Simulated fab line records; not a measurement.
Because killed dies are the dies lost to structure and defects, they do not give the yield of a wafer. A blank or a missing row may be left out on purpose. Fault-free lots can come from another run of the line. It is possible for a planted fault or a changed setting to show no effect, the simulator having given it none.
Which of the tools did it? :: flow sfq-line :: Sampling: 7 lots, 21 wafers, 2 of 325 route steps

## WHAT THE GAUGES READ, wafer by wafer
SFQ_M0_RS_MEAS_904: measurement is done with a four-point probe.
lot: L944
measured: day 4 03:50
on: film-metro-04
M0_NB_RS (ohm/sq): 0.880 0.880 0.870

lot: L947
measured: day 5 02:40
on: film-metro-03
M0_NB_RS (ohm/sq): 0.894 0.880 0.885

lot: L950
measured: day 5 13:26
on: film-metro-03
M0_NB_RS (ohm/sq): 0.875 0.884 0.886

lot: L952
measured: day 5 20:40
on: film-metro-01
M0_NB_RS (ohm/sq): 0.883 0.889 0.880

lot: L954
measured: day 6 09:54
on: film-metro-01
M0_NB_RS (ohm/sq): 0.882 0.875 0.876

lot: L957
measured: day 6 23:05
on: film-metro-04
M0_NB_RS (ohm/sq): 0.527 0.891 0.888

lot: L964
measured: day 8 06:43
on: film-metro-01
M0_NB_RS (ohm/sq): 0.875 0.879 0.864

## TOOL THAT RAN EACH LOT (tool first, then ch and the chambers of the sampled wafers, then the start)
lot: L944
SFQ_TRILAYER_M0_DEP_SPUTTER_019: pvd-sputter-04, day 4 03:44

lot: L947
SFQ_TRILAYER_M0_DEP_SPUTTER_019: pvd-sputter-05, day 5 02:32

lot: L950
SFQ_TRILAYER_M0_DEP_SPUTTER_019: pvd-sputter-04, day 5 13:20

lot: L952
SFQ_TRILAYER_M0_DEP_SPUTTER_019: pvd-sputter-04, day 5 20:32

lot: L954
SFQ_TRILAYER_M0_DEP_SPUTTER_019: pvd-sputter-05, day 6 09:47

lot: L957
SFQ_TRILAYER_M0_DEP_SPUTTER_019: pvd-sputter-05, day 6 22:59

lot: L964
SFQ_TRILAYER_M0_DEP_SPUTTER_019: pvd-sputter-04, day 8 06:35
- SFQ_TRILAYER_M0_DEP_SPUTTER_019: material Nb, target thk 200 nm, time 133.3 s.

## THE ANSWER, worked out from the rows above alone
Rule: what is usual is taken from the lots themselves. The widest of any qualifying gaps counts: lots, ordered by their means at a reading, are off when they make up no more than a third of the lots, leave a main group of 4 or more, and stand apart from it by 3 or more times the standard deviation of that group's means. Not used: any main group whose means are identical at the precision the tables above print for the reading. A lot without any number at a reading at which 4 lots or more have one is off too. Any other lot the step has rows for is counted as sound.
Off: L957, seen at SFQ_M0_RS_MEAS_904 (M0_NB_RS). Main group: mean 0.880 ohm/sq, sd 0.0046.
A tool fits if, at a process step before that reading, it ran every lot that is off, and no sound lot after the first of them. Gauges at SFQ_M0_RS_MEAS_904: tried the same way as those tools. Can't be told from this: 2 tools fit, pvd-sputter-05 at SFQ_TRILAYER_M0_DEP_SPUTTER_019, film-metro-04 at SFQ_M0_RS_MEAS_904.

## WHAT THE SIMULATOR HAD INSERTED
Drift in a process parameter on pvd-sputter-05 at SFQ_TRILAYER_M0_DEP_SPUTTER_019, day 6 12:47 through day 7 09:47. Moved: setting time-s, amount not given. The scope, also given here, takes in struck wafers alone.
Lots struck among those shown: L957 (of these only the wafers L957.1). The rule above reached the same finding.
